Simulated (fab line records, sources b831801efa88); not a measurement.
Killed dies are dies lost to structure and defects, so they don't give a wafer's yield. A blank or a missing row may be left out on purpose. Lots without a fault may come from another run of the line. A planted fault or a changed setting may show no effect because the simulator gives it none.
Which tool did it? | flow sfq_line | 7 lots, 20 wafers sampled, at 1 step of a route of 325

WHAT THE GAUGES READ, wafer by wafer
SFQ_L0_RS_MEAS_901: measures by four-point-probe.
lot  | measured    | on            | L0_MONX_KI_RS (ohm/sq)
L567 | day 1 17:34 | film_metro-04 | 43.9 44.4 43.0
L570 | day 2 08:34 | film_metro-02 | 43.0 43.0 43.1
L572 | day 2 18:35 | film_metro-03 | 43.2 43.5 42.7
L574 | day 3 04:34 | film_metro-02 | 42.9 43.1 43.8
L576 | day 3 14:37 | film_metro-04 | 44.4 43.1 43.8
L580 | day 4 10:35 | film_metro-03 | 43.7 44.4
L588 | day 6 02:34 | film_metro-02 | 43.7 43.5 43.6

WHICH TOOL RAN EACH LOT (tool, then ch and the chambers of the sampled wafers, then the start)
The record holds no process step before these readings.

THE ANSWER, worked out from the rows above alone
Rule: what is usual is taken from the lots themselves. Put in order of their means at a reading, lots are off if they are a third of the lots or fewer, leave a main group of 4 or more, and stand apart from it by a gap of 3 or more times the standard deviation of the main group's means; of several such gaps the widest counts. A main group whose means are all the same, to the digits that the tables above print for the reading, isn't used. A lot without any number at a reading at which 4 lots or more have one is off too. The other lots that the step has rows for count as sound.
No lot is off at any reading shown: from this, nothing can be told.

WHAT THE SIMULATOR HAD PUT IN
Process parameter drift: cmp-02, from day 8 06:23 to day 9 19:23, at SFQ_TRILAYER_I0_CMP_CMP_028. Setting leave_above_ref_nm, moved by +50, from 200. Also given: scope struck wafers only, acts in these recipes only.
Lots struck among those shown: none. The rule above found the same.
